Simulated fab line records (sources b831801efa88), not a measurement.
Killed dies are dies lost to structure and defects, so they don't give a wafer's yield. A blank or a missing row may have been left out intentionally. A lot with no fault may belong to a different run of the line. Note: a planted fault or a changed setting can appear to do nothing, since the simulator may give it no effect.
One fault through the eyes of 2 desks -- flow gf180mcu -- every desk sees just its own numbers, and what lay behind them comes last

## AT THE TOOL OWNER'S DESK: implanter-02
For each lot that ran on this tool, the mean over its sampled wafers that have a number, from the tool's own readings at GF_NWELL_IMPLANT_08. The brackets show how far a lot's mean lies from the usual mean; more than 4 standard deviations puts the lot out of limits, marked OUT.
Columns: A = beam-on-s at GF_NWELL_IMPLANT_08, usual 9.98 s; B = faraday-current-uA at GF_NWELL_IMPLANT_08, usual 84.7
lot,first seen here,A,B
L609,day 3 17:46,10.08,83.9
L611,day 3 23:36,9.90,85.3
L613,day 4 11:29,10.04,84.0
L614,day 4 21:18,8.99 (-4.5) OUT,95.5 (+6.0) OUT
L615,day 4 21:46,8.83 (-5.2) OUT,97.3 (+7.0) OUT
L617,day 5 08:50,9.22,92.7 (+4.4) OUT
L628,day 7 19:01,9.69,87.1
L630,day 8 05:29,10.14,83.2
L632,day 8 10:36,9.95,85.2
This desk's verdict: out of limits on L614, L615, L617, starting with L614 at day 4 21:18 (beam-on-s at GF_NWELL_IMPLANT_08). In limits: L609, L611, L613, L628, L630, L632.

## AT THE METROLOGY DESK
Lot by lot, what the gauges showed, no matter which tool ran the lot: averages of those sampled wafers that carry a number. The brackets show how far a lot's mean lies from the usual mean; more than 4 standard deviations puts the lot out of limits, marked OUT.
Columns: A = STI_OXIDATION_THK at GF_STI_THK_MEAS_02, usual 10.13 nm; B = NWELL_TW at GF_NWELL_TW_MEAS_11, usual 1566; C = MVPSD_OVL at GF_MVPSD_OVL_MEAS_07, usual 0.1 nm; D = NWELL_RS at GF_VT_IMPLANT_RS_MEAS_47, usual 487.7 ohm/sq
lot,first seen here,A,B,C,D
L609,day 1 14:25,10.43,1561,1.1,488.8
L611,day 2 01:23,10.46,1564,1.9,487.1
L612,day 2 08:11,9.91,1561,-0.5,488.2
L613,day 2 08:13,9.99,1564,-0.5,487.7
L614,day 2 16:22,10.23,1553,1.8,511.0 (+21) OUT
L615,day 2 21:42,10.29,1505,-0.5,523.6 (+33) OUT
L617,day 3 07:16,10.22,1524,-0.3,511.5 (+22) OUT
L625,day 4 23:27,10.21,1550,-0.4,487.1
L627,day 5 07:38,9.99,1564,-1.1,486.6
L628,day 5 15:47,9.88,1558,0.7,488.5
L630,day 6 00:17,9.87,1549,-0.7,489.1
L631,day 6 04:13,10.00,1550,0.1,487.4
L632,day 6 06:46,9.77,1586,-0.2,488.3
Finding of this desk: L614, L615, L617 out of limits, first seen on L614 at day 9 06:03 (NWELL_RS at GF_VT_IMPLANT_RS_MEAS_47). In limits: L609, L611, L612, L613, L625, L627, L628, L630, L631, L632.

## ALL TOGETHER
The tool owner's desk had the chance to raise an alarm at day 4 21:18 on L614, L615, L617.
L614, L615, L617 would have let the metrology desk raise an alarm at day 9 06:03.
Of the lots named, all ran GF_NWELL_IMPLANT_08 on implanter-02.

## WHAT THE SIMULATOR HAD PUT IN
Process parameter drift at GF_NWELL_IMPLANT_08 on implanter-02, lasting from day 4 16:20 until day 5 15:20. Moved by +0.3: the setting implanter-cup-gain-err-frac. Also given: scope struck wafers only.
Shown lots that were struck: L614, L615, L617.
Time in hours from fault onset to the first out-of-limits reading at each desk: tool owner's desk 5, metrology desk 110.
